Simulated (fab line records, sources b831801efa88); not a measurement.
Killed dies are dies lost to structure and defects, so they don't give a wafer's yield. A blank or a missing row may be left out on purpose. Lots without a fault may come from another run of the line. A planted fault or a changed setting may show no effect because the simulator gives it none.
Chamber matching | flow sky130 | SKY_CONTACT_ETCH_17 on rie_diel-02: 4 sister chambers
The step etches SiO2 in C4F8/O2/Ar, stops on Si3N4, target depth 340 nm. 4 wafers are shown with their chamber, then 8 later ones without.

WAFERS WITH THEIR CHAMBER
wafer  | chamber | oes_product_au (a.u.)
L086.1 | 3       | 0.889
L086.3 | 0       | 0.894
L086.4 | 1       | 0.892
L087.3 | 2       | 0.897

WAFERS WITHOUT THEIR CHAMBER
wafer  | oes_product_au (a.u.)
L087.4 | 0.888
L087.6 | 0.895
L090.3 | 0.886
L090.5 | 0.886
L090.6 | 0.887
L095.1 | 0.898
L095.3 | 0.892
L095.6 | 0.883

WHICH CHAMBER EACH WENT THROUGH
wafer  | from the rows above               | in truth
L087.4 | can't be placed: 3 or 1 or 0      | 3
L087.6 | can't be placed: 0 or 2 or 1 or 3 | 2
L090.3 | can't be placed: 3 or 1 or 0      | 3
L090.5 | can't be placed: 3 or 1 or 0      | 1
L090.6 | can't be placed: 3 or 1 or 0      | 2
L095.1 | can't be placed: 2 or 0 or 1      | 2
L095.3 | can't be placed: 1 or 0 or 3 or 2 | 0
L095.6 | can't be placed: 3 or 1 or 0      | 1
Placed correctly: 0 of 8. Can't be placed from these rows: 8 (the true chamber is among the candidates in 7). Placed wrongly: 0.
How it was worked out, from the rows above alone: a wafer's distance from a chamber is the root of the sum, over the readings, of the square of ((its reading less the chamber's mean) divided by the reading's scatter). The wafer belongs to the nearest chamber; if the next one is less than 2 further off, it can't be placed. A chamber's mean is the mean of its shown wafers. The scatter: with one shown wafer a chamber, the root of the mean of the squares of how far each hidden wafer lies from its nearest shown one.
